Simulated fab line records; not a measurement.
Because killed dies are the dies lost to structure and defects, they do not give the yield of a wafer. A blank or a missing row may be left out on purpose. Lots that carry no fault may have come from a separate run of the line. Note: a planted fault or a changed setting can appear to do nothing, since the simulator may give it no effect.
A struck lot beside a sound one	flow sky130	14 out of 708 route steps
Sound: the wafers L732.1, L732.2, L732.3. Wafers L738.3, L738.4, L738.5 were the ones struck. The cause is given at the end.
At each step with rows: each side's tool, then ch and its chambers, then its first start. Under that, the readings that differ: sound wafers	struck wafers	difference of the means	sigmas: that difference in standard deviations of wafers without a fault.
alike: readings whose means differ by less than 2 such deviations, and words and numbers that are the same on both sides. not compared: withheld readings, readings that some wafer has no value for, bounds like >300 that may hide the same value, and numbers for which the record gives no deviation and whose values overlap.
A row with sigmas, a row that says differs or no value, or rows on one side alone: a step with any of these is where the two part. Numbers that have no deviation but don't overlap get no sigmas and don't part them. Lack of a reading on every wafer of one side parts them only where that side has two or more wafers.

first, 3 steps without rows for these wafers: SKY_SD_P_EXPOSE_04 (exposes mask PSDM, target cd 380 nm); SKY_SD_P_PEB_05; SKY_SD_P_DEVELOP_06 (develop time 60 s).
SKY_SD_P_CD_MEAS_07 targets a cd of 380 nm.
  sound: cd-sem-01 at day 26 02:58; struck: cd-sem-02 at day 27 19:31
  alike: cd-nm
SKY_SD_P_OVL_MEAS_08:
  sound: overlay-01 at day 26 03:05; struck: overlay-02 at day 27 19:36
reading	sound	struck	difference	sigmas
SD_P_OVL (nm)	-2.3 -2.8 -2.2	0.0 0.2 1.1	+2.9	+2
after that, 1 step had no rows for these wafers: SKY_SD_P_IMPLANT_09.
SKY_SD_P_STRIP_10: strips in O2/N2.
  sound on plasma-asher-03 ch 0,1, day 26 03:16; struck on plasma-asher-03 ch 0,1, day 27 19:48
  alike: drypump-motor-current-A, o2-flow-sccm, oes-product-au, strip-time-to-endpoint-s
  not compared: rf-hours-counter-h
SKY_SD_P_TW_MEAS_11:
  sound: film-metro-02 at day 26 03:22; struck: film-metro-04 at day 27 19:53
reading	sound	struck	difference	sigmas
SD_P_TW	2776 2775 2777	2842 2843 2834	+64	+3
then, 4 steps without rows for these wafers: SKY_RES_XHIGH_DEHYDRATE_00 (time 60 s); SKY_RES_XHIGH_HMDS_01 (prime time 60 s); SKY_RES_XHIGH_COAT_02 (resist thk 1148 nm); SKY_RES_XHIGH_SOFTBAKE_03 (time 60 s).
SKY_RES_XHIGH_EXPOSE_04: exposes mask URPM, target cd 1270 nm.
  sound on iline-stepper-02 ch 0, day 26 15:32; struck on iline-stepper-01 ch 0, day 28 08:31
reading	sound	struck	difference	sigmas
mask	URPM#0 URPM#0 URPM#0	URPM_R1#0 URPM_R1#0 URPM_R1#0	differs	
  alike: stage-vel-mm-s
after that, 1 step had no rows for these wafers: SKY_RES_XHIGH_PEB_05.

== WHERE THEY PART ==
Last at SKY_RES_XHIGH_EXPOSE_04 as far as this record goes, first at SKY_SD_P_OVL_MEAS_08.

WHY: the cause the simulator had injected
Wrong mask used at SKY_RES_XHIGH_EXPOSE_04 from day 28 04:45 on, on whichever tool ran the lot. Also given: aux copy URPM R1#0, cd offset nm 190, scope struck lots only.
